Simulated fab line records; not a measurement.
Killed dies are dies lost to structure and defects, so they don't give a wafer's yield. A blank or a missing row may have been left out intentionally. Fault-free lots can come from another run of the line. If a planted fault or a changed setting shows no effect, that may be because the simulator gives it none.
Split-lot experiment || flow sfq_line || 23 wafers read across 5 lots, on a route 325 steps long

== ON THE SPLIT ==
At SFQ_TRILAYER_M8_LITHO_COAT_193 (resist thk 600 nm), the setting resist_thk_nm was moved away from the recipe's 600 nm on 8 of the 23 wafers read, by -4.8% to -4.4%. This setting was run at the recipe's value on the other wafers.

The reading comes from the split's own step.

== THE READING ==
KrF_of_TRILAYER_M8_LITHO_COAT_193.thk_nm (the simulator's own value, which no gauge read), in nm, at SFQ_TRILAYER_M8_LITHO_COAT_193 (resist thk 600 nm). There is no usual value for it anywhere in the file. The 15 wafers here that ran the recipe average 598.4 nm, standard deviation 1.6 nm.

{"wafer": "L075.1", "tool, chamber at the split": "litho_track-03, 0", "resist_thk_nm as run, nm": 600, "against the recipe": "recipe", "KrF_of_TRILAYER_M8_LITHO_COAT_193.thk_nm, nm": 597, "against lot-mates on the recipe": "-"}
{"wafer": "L075.3", "tool, chamber at the split": "litho_track-03, 0", "resist_thk_nm as run, nm": 600, "against the recipe": "recipe", "KrF_of_TRILAYER_M8_LITHO_COAT_193.thk_nm, nm": 596.3, "against lot-mates on the recipe": "-"}
{"wafer": "L075.4", "tool, chamber at the split": "litho_track-03, 0", "resist_thk_nm as run, nm": 600, "against the recipe": "recipe", "KrF_of_TRILAYER_M8_LITHO_COAT_193.thk_nm, nm": 597.9, "against lot-mates on the recipe": "-"}
{"wafer": "L075.5", "tool, chamber at the split": "litho_track-03, 0", "resist_thk_nm as run, nm": 600, "against the recipe": "recipe", "KrF_of_TRILAYER_M8_LITHO_COAT_193.thk_nm, nm": 597.9, "against lot-mates on the recipe": "-"}
{"wafer": "L075.6", "tool, chamber at the split": "litho_track-03, 0", "resist_thk_nm as run, nm": 600, "against the recipe": "recipe", "KrF_of_TRILAYER_M8_LITHO_COAT_193.thk_nm, nm": 597.3, "against lot-mates on the recipe": "-"}
{"wafer": "L077.1", "tool, chamber at the split": "litho_track-02, 0", "resist_thk_nm as run, nm": 600, "against the recipe": "recipe", "KrF_of_TRILAYER_M8_LITHO_COAT_193.thk_nm, nm": 596.4, "against lot-mates on the recipe": "-"}
{"wafer": "L077.4", "tool, chamber at the split": "litho_track-02, 0", "resist_thk_nm as run, nm": 600, "against the recipe": "recipe", "KrF_of_TRILAYER_M8_LITHO_COAT_193.thk_nm, nm": 597.4, "against lot-mates on the recipe": "-"}
{"wafer": "L077.6", "tool, chamber at the split": "litho_track-02, 0", "resist_thk_nm as run, nm": 600, "against the recipe": "recipe", "KrF_of_TRILAYER_M8_LITHO_COAT_193.thk_nm, nm": 596.9, "against lot-mates on the recipe": "-"}
{"wafer": "L080.1", "tool, chamber at the split": "litho_track-01, 0", "resist_thk_nm as run, nm": 600, "against the recipe": "recipe", "KrF_of_TRILAYER_M8_LITHO_COAT_193.thk_nm, nm": 598.2, "against lot-mates on the recipe": "-"}
{"wafer": "L080.2", "tool, chamber at the split": "litho_track-01, 0", "resist_thk_nm as run, nm": 600, "against the recipe": "recipe", "KrF_of_TRILAYER_M8_LITHO_COAT_193.thk_nm, nm": 599.8, "against lot-mates on the recipe": "-"}
{"wafer": "L080.4", "tool, chamber at the split": "litho_track-01, 0", "resist_thk_nm as run, nm": 572.9, "against the recipe": "-4.5%", "KrF_of_TRILAYER_M8_LITHO_COAT_193.thk_nm, nm": 570.8, "against lot-mates on the recipe": -28.2}
{"wafer": "L080.5", "tool, chamber at the split": "litho_track-01, 0", "resist_thk_nm as run, nm": 572.9, "against the recipe": "-4.5%", "KrF_of_TRILAYER_M8_LITHO_COAT_193.thk_nm, nm": 568.5, "against lot-mates on the recipe": -30.5}
{"wafer": "L080.6", "tool, chamber at the split": "litho_track-01, 0", "resist_thk_nm as run, nm": 572.9, "against the recipe": "-4.5%", "KrF_of_TRILAYER_M8_LITHO_COAT_193.thk_nm, nm": 571.4, "against lot-mates on the recipe": -27.6}
{"wafer": "L081.2", "tool, chamber at the split": "litho_track-03, 0", "resist_thk_nm as run, nm": 570.9, "against the recipe": "-4.8%", "KrF_of_TRILAYER_M8_LITHO_COAT_193.thk_nm, nm": 572.1, "against lot-mates on the recipe": -28.6}
{"wafer": "L081.3", "tool, chamber at the split": "litho_track-03, 0", "resist_thk_nm as run, nm": 570.9, "against the recipe": "-4.8%", "KrF_of_TRILAYER_M8_LITHO_COAT_193.thk_nm, nm": 570.7, "against lot-mates on the recipe": -30.0}
{"wafer": "L081.4", "tool, chamber at the split": "litho_track-03, 0", "resist_thk_nm as run, nm": 600, "against the recipe": "recipe", "KrF_of_TRILAYER_M8_LITHO_COAT_193.thk_nm, nm": 600.4, "against lot-mates on the recipe": "-"}
{"wafer": "L081.5", "tool, chamber at the split": "litho_track-03, 0", "resist_thk_nm as run, nm": 600, "against the recipe": "recipe", "KrF_of_TRILAYER_M8_LITHO_COAT_193.thk_nm, nm": 601.8, "against lot-mates on the recipe": "-"}
{"wafer": "L081.6", "tool, chamber at the split": "litho_track-03, 0", "resist_thk_nm as run, nm": 600, "against the recipe": "recipe", "KrF_of_TRILAYER_M8_LITHO_COAT_193.thk_nm, nm": 600, "against lot-mates on the recipe": "-"}
{"wafer": "L083.1", "tool, chamber at the split": "litho_track-03, 0", "resist_thk_nm as run, nm": 573.8, "against the recipe": "-4.4%", "KrF_of_TRILAYER_M8_LITHO_COAT_193.thk_nm, nm": 575.3, "against lot-mates on the recipe": -24.0}
{"wafer": "L083.2", "tool, chamber at the split": "litho_track-03, 0", "resist_thk_nm as run, nm": 600, "against the recipe": "recipe", "KrF_of_TRILAYER_M8_LITHO_COAT_193.thk_nm, nm": 600.4, "against lot-mates on the recipe": "-"}
{"wafer": "L083.3", "tool, chamber at the split": "litho_track-03, 0", "resist_thk_nm as run, nm": 573.8, "against the recipe": "-4.4%", "KrF_of_TRILAYER_M8_LITHO_COAT_193.thk_nm, nm": 570.9, "against lot-mates on the recipe": -28.4}
{"wafer": "L083.4", "tool, chamber at the split": "litho_track-03, 0", "resist_thk_nm as run, nm": 600, "against the recipe": "recipe", "KrF_of_TRILAYER_M8_LITHO_COAT_193.thk_nm, nm": 598.2, "against lot-mates on the recipe": "-"}
{"wafer": "L083.6", "tool, chamber at the split": "litho_track-03, 0", "resist_thk_nm as run, nm": 573.8, "against the recipe": "-4.4%", "KrF_of_TRILAYER_M8_LITHO_COAT_193.thk_nm, nm": 572.4, "against lot-mates on the recipe": -26.9}

FIT RESULTS
A straight line over all 23 wafers: KrF_of_TRILAYER_M8_LITHO_COAT_193.thk_nm changes by +5.91 nm for each +1% of resist_thk_nm; r = +0.99; the points scatter about the line by 1.8 nm.
The same after taking each lot's own level away (the mean of its wafers on the recipe; 23 wafers): +6.17 nm for each +1%; r = +1.00; scatter 1.1 nm.
That fit puts the effect of the largest move of resist_thk_nm on the reading at 30 nm.
The lots' own levels span 596.90 to 600.73 nm, that is 2.4 times the standard deviation above.
The two slopes agree, so the slope changes little with the lot-to-lot level.
Check: -30.1 nm against its lot-mates is what the line predicts for one of the wafers moved furthest among these (-4.8%) when that wafer is left out of the fit. Against them it came out at -28.6 nm.

== ADDITIONAL SPLITS CARRIED BY THESE WAFERS ==
These wafers also went through other splits before the reading. Each is held against what the fit with the lots' levels taken away leaves over:
{"other split on the same wafers": "SFQ_TRILAYER_I7_VIA_LITHO_COAT_187 spin_rpm", "wafers away from the commonest value": 8, "r with KrF_of_TRILAYER_M8_LITHO_COAT_193.thk_nm (lot level and that fit taken away)": "+0.00"}
{"other split on the same wafers": "SFQ_TRILAYER_I7_VIA_BARC_OPEN_VIA_ETCH_260 time_s", "wafers away from the commonest value": 6, "r with KrF_of_TRILAYER_M8_LITHO_COAT_193.thk_nm (lot level and that fit taken away)": "+0.01"}

== FILE'S OWN FIT ==
KrF_of_TRILAYER_M8_LITHO_COAT_193.thk_nm changes by +6.15 nm for each +1% of resist_thk_nm, r = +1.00.
